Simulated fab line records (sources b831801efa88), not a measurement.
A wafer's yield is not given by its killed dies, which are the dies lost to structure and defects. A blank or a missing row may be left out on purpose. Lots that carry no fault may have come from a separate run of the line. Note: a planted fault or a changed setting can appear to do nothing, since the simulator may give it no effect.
Which tool did it? + flow gf180mcu + 9 lots, 27 wafers sampled, at 5 steps of a route of 602

WHAT THE GAUGES READ, wafer by wafer
The record holds no reading of a measuring or inspecting step that can be judged against a usual standard deviation.

WHICH TOOL RAN EACH LOT (tool, then ch and the chambers of the sampled wafers, then the start)
| lot  | GF_V2_SPUTTER_21             | GF_V5_CMP_04                  | GF_V5_ETCH_17                                 | GF_V5_CMP_26                  | GF_TOP_METAL_SPUTTER_00      |
|------|------------------------------|-------------------------------|-----------------------------------------------|-------------------------------|------------------------------|
| L565 | pvd_sputter-04, day 20 03:47 | cmp-01 ch 1,2, day 26 04:46   | rie_diel-01 ch 0,1, day 27 03:28 or earlier   | cmp-01 ch 1,2,3, day 27 03:28 | pvd_sputter-04, day 27 03:40 |
| L566 | pvd_sputter-04, day 20 14:07 | cmp-01 ch 1,2, day 26 14:30   | rie_diel-02 ch 1,3, day 27 12:48 or earlier   | cmp-01 ch 1,2,3, day 27 12:48 | pvd_sputter-03, day 27 13:00 |
| L567 | pvd_sputter-02, day 20 22:52 | cmp-01 ch 0,2,3, day 26 21:20 | rie_diel-01 ch 1,2, day 27 19:26 or earlier   | cmp-01 ch 0,3, day 27 19:26   | pvd_sputter-01, day 27 19:44 |
| L568 | pvd_sputter-02, day 21 10:23 | cmp-02 ch 0,1,2, day 27 05:50 | rie_diel-03 ch 0,2,3, day 28 04:05 or earlier | cmp-02 ch 0,1,2, day 28 04:05 | pvd_sputter-04, day 28 04:20 |
| L569 | pvd_sputter-04, day 21 18:29 | cmp-01 ch 0,1, day 27 13:31   | rie_diel-02 ch 1,2,3, day 28 10:38 or earlier | cmp-02 ch 0,1,2, day 28 10:38 | pvd_sputter-03, day 28 10:50 |
| L570 | pvd_sputter-04, day 22 06:23 | cmp-01 ch 0,1,2, day 28 00:59 | rie_diel-02 ch 0,3, day 28 21:49 or earlier   | cmp-02 ch 0,3, day 28 21:49   | pvd_sputter-01, day 28 22:07 |
| L571 | pvd_sputter-04, day 22 12:45 | cmp-01 ch 1,2, day 28 05:58   | rie_diel-01 ch 1,2, day 29 02:51 or earlier   | cmp-02 ch 0,1,2, day 29 02:51 | pvd_sputter-01, day 29 03:00 |
| L574 | pvd_sputter-04, day 23 11:43 | cmp-01 ch 0,2,3, day 29 01:18 | rie_diel-03 ch 0,1,3, day 29 22:14 or earlier | cmp-02 ch 0,1,2, day 29 22:14 | pvd_sputter-01, day 29 22:32 |
| L579 | pvd_sputter-02, day 25 07:17 | cmp-02 ch 0,2,3, day 30 13:55 | rie_diel-03 ch 0,1,3, day 31 09:40 or earlier | cmp-01 ch 0,1,2, day 31 09:40 | pvd_sputter-04, day 31 09:58 |
- GF_V2_SPUTTER_21: material Ti, target thk 15 nm, time 80.02 s.
- GF_V5_CMP_04: polishes SiO2.
- GF_V5_ETCH_17: etches SiO2 in C4F8/O2/Ar, stops on TiN, target depth 855 nm.
- GF_V5_CMP_26: polishes, stops on SiO2, t overpolish 15 s, target thk 0 nm.
- GF_TOP_METAL_SPUTTER_00: material Ti, target thk 37.5 nm, time 150 s.

AS READ BY THE TOOLS THEMSELVES (means over the sampled wafers that have a number; for cases with no such wafer, the mark the record gives instead)
GF_V2_SPUTTER_21. Usual: throttle_valve_pct 30.4 %, standard deviation 1.7.
| lot  | tool           | throttle_valve_pct (%) | flag |
|------|----------------|------------------------|------|
| L565 | pvd_sputter-04 | 29.9                   |      |
| L566 | pvd_sputter-04 | 29.1                   |      |
| L567 | pvd_sputter-02 | 32.1                   |      |
| L568 | pvd_sputter-02 | 32.6                   |      |
| L569 | pvd_sputter-04 | 29.6                   |      |
| L570 | pvd_sputter-04 | 29.2                   |      |
| L571 | pvd_sputter-04 | 29.6                   |      |
| L574 | pvd_sputter-04 | 30.2                   |      |
| L579 | pvd_sputter-02 | 30.6                   |      |

GF_V5_CMP_04. Usual: motor_current_A 11.9 A, standard deviation 1.2; platen_rpm 60.00 rpm, standard deviation 0.048; slurry_filter_dp_kPa 13.49 kPa, standard deviation 0.14.
| lot  | tool   | motor_current_A (A) | platen_rpm (rpm) | slurry_filter_dp_kPa (kPa) | flag |
|------|--------|---------------------|------------------|----------------------------|------|
| L565 | cmp-01 | 12.4                | 60.01            | 13.54                      |      |
| L566 | cmp-01 | 12.6                | 59.97            | 13.42                      |      |
| L567 | cmp-01 | 12.0                | 60.04            | 13.41                      |      |
| L568 | cmp-02 | 10.8                | 60.00            | 13.58                      |      |
| L569 | cmp-01 | 13.2                | 59.99            | 13.50                      |      |
| L570 | cmp-01 | 12.2                | 59.99            | 13.59                      |      |
| L571 | cmp-01 | 12.6                | 60.02            | 13.37                      |      |
| L574 | cmp-01 | 12.2                | 59.99            | 13.46                      |      |
| L579 | cmp-02 | 11.4                | 59.96            | 13.43                      |      |

GF_V5_ETCH_17. Usual: oes_product_au 0.859 a.u., standard deviation 0.0048.
| lot  | tool        | oes_product_au (a.u.) | flag |
|------|-------------|-----------------------|------|
| L565 | rie_diel-01 | 0.856                 |      |
| L566 | rie_diel-02 | 0.861                 |      |
| L567 | rie_diel-01 | 0.856                 |      |
| L568 | rie_diel-03 | 0.856                 |      |
| L569 | rie_diel-02 | 0.863                 |      |
| L570 | rie_diel-02 | 0.859                 |      |
| L571 | rie_diel-01 | 0.863                 |      |
| L574 | rie_diel-03 | 0.865                 |      |
| L579 | rie_diel-03 | 0.824                 | OFF  |

GF_V5_CMP_26. Usual: motor_current_A 11.0 A, standard deviation 1.1; platen_rpm 60.00 rpm, standard deviation 0.043; slurry_filter_dp_kPa 13.51 kPa, standard deviation 0.13.
| lot  | tool   | motor_current_A (A) | platen_rpm (rpm) | slurry_filter_dp_kPa (kPa) | flag |
|------|--------|---------------------|------------------|----------------------------|------|
| L565 | cmp-01 | 11.2                | 59.98            | 13.54                      |      |
| L566 | cmp-01 | 11.3                | 59.98            | 13.58                      |      |
| L567 | cmp-01 | 11.4                | 59.99            | 13.57                      |      |
| L568 | cmp-02 | 10.2                | 60.00            | 13.43                      |      |
| L569 | cmp-02 | 10.2                | 59.98            | 13.40                      |      |
| L570 | cmp-02 | 10.6                | 59.98            | 13.64                      |      |
| L571 | cmp-02 | 10.2                | 59.98            | 13.47                      |      |
| L574 | cmp-02 | 10.2                | 60.00            | 13.48                      |      |
| L579 | cmp-01 | 11.5                | 59.95            | 13.48                      |      |

GF_TOP_METAL_SPUTTER_00. Usual: throttle_valve_pct 29.4 %, standard deviation 0.93.
| lot  | tool           | throttle_valve_pct (%) | flag |
|------|----------------|------------------------|------|
| L565 | pvd_sputter-04 | 29.8                   |      |
| L566 | pvd_sputter-03 | 28.8                   |      |
| L567 | pvd_sputter-01 | 29.9                   |      |
| L568 | pvd_sputter-04 | 30.3                   |      |
| L569 | pvd_sputter-03 | 30.2                   |      |
| L570 | pvd_sputter-01 | 28.4                   |      |
| L571 | pvd_sputter-01 | 29.2                   |      |
| L574 | pvd_sputter-01 | 29.8                   |      |
| L579 | pvd_sputter-04 | 29.9                   |      |

THE ANSWER, worked out from the rows above alone
Rule: a lot is off if the mean of its wafers that have a number lies more than 3 standard deviations from the usual mean. Also off: a lot with no number at a reading for which 4 or more lots have one. The other lots that the step has rows for count as sound. First the gauges in route order, then the tools' own readings, where a lot's mean is used as printed above. The first step at which some lot is off is used, and at that step the reading that is off furthest; a lot without a number counts as furthest.
Off at GF_V5_ETCH_17 (oes_product_au): L579.
A tool fits if, at that step or a process step before it, it ran every lot that is off, and no sound lot after the first of them. GF_V5_ETCH_17: start missing for some lots; hours and lot order therefore follow GF_V5_CMP_26. Can't be told from this: 3 tools fit, pvd_sputter-02 at GF_V2_SPUTTER_21, cmp-02 at GF_V5_CMP_04, rie_diel-03 at GF_V5_ETCH_17.

WHAT THE SIMULATOR HAD PUT IN
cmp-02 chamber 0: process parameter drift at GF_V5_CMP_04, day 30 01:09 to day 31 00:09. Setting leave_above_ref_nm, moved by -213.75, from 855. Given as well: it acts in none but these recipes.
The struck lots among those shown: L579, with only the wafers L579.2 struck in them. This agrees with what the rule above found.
